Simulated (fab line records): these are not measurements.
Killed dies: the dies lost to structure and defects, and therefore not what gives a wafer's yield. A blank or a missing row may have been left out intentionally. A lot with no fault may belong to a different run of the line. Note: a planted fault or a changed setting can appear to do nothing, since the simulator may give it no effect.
Which tool did it? + flow sky130 + 7 lots, 20 wafers sampled, at 3 steps of a route of 708

== WHAT THE GAUGES SHOWED, per wafer ==
SKY_PASSIVATION_THK_MEAS_01.
| lot  | measured     | on           | PASSIVATION_CVD_00_THK (nm) |
|------|--------------|--------------|-----------------------------|
| L875 | day 45 16:37 | filmMetro-04 | 37.5 91.1 37.5 91.1         |
| L878 | day 46 12:35 | filmMetro-04 | 90.0 89.2 91.0              |
| L880 | day 46 21:17 | filmMetro-04 | 90.0 88.7 91.4              |
| L882 | day 47 10:33 | filmMetro-03 | 91.4 91.0 90.6              |
| L885 | day 48 05:17 | filmMetro-03 | 91.4 90.4 91.1              |
| L888 | day 48 18:02 | filmMetro-03 | 89.2 90.1 91.3              |
| L890 | day 49 04:49 | filmMetro-03 | 90.3 89.6 91.6              |

== EACH LOT AND THE TOOL THAT RAN IT (in order: tool; ch and the chambers of the sampled wafers; start) ==
| lot  | SKY_LOCAL_INTERCONNECT_STRIP_15     | SKY_PASSIVATION_CVD_00          |
|------|-------------------------------------|---------------------------------|
| L875 | plasmaAsher-01 ch 0,1, day 32 16:17 | pecvd-02 ch 0,2, day 45 16:34   |
| L878 | plasmaAsher-01 ch 0,1, day 33 13:20 | pecvd-03 ch 0,1,2, day 46 12:34 |
| L880 | plasmaAsher-03 ch 0,1, day 34 01:00 | pecvd-01 ch 1,2, day 46 21:15   |
| L882 | plasmaAsher-02 ch 0,1, day 34 18:15 | pecvd-01 ch 1,2, day 47 10:31   |
| L885 | plasmaAsher-02 ch 0,1, day 35 20:42 | pecvd-03 ch 0,2, day 48 05:15   |
| L888 | plasmaAsher-01 ch 0,1, day 36 17:46 | pecvd-01 ch 0,2, day 48 18:01   |
| L890 | plasmaAsher-01 ch 0,1, day 37 04:52 | pecvd-01 ch 0,1,2, day 49 04:48 |
- SKY_LOCAL_INTERCONNECT_STRIP_15: strips in O2/N2.
- SKY_PASSIVATION_CVD_00: deposits SiO2, target thk 90 nm.

== THE ANSWER, worked out from the rows above alone ==
Rule: the lots themselves supply what counts as usual. The widest of any qualifying gaps counts: lots, ordered by their means at a reading, are off when they make up no more than a third of the lots, leave a main group of 4 or more, and stand apart from it by 3 or more times the standard deviation of that group's means. A main group whose means are all the same, to the digits that the tables above print for the reading, isn't used. A lot without any number at a reading at which 4 lots or more have one is off too. Any other lot the step has rows for is counted as sound.
Off: L875, seen at SKY_PASSIVATION_THK_MEAS_01 (PASSIVATION_CVD_00_THK). The main group: mean 90.5 nm, standard deviation 0.4.
A tool fits if, at a process step before that reading, it ran every lot that is off, and no sound lot after the first of them. Those tools and the gauges at SKY_PASSIVATION_THK_MEAS_01 are tried in the same way. One fits: SKY_PASSIVATION_CVD_00 on pecvd-02. It ran no sound lot before its first lot that is off in this sample, so the start can't be narrowed down.

== WHAT THE SIMULATOR PUT IN ==
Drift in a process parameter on pecvd-02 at SKY_PASSIVATION_CVD_00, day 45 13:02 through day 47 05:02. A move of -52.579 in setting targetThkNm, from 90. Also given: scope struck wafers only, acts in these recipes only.
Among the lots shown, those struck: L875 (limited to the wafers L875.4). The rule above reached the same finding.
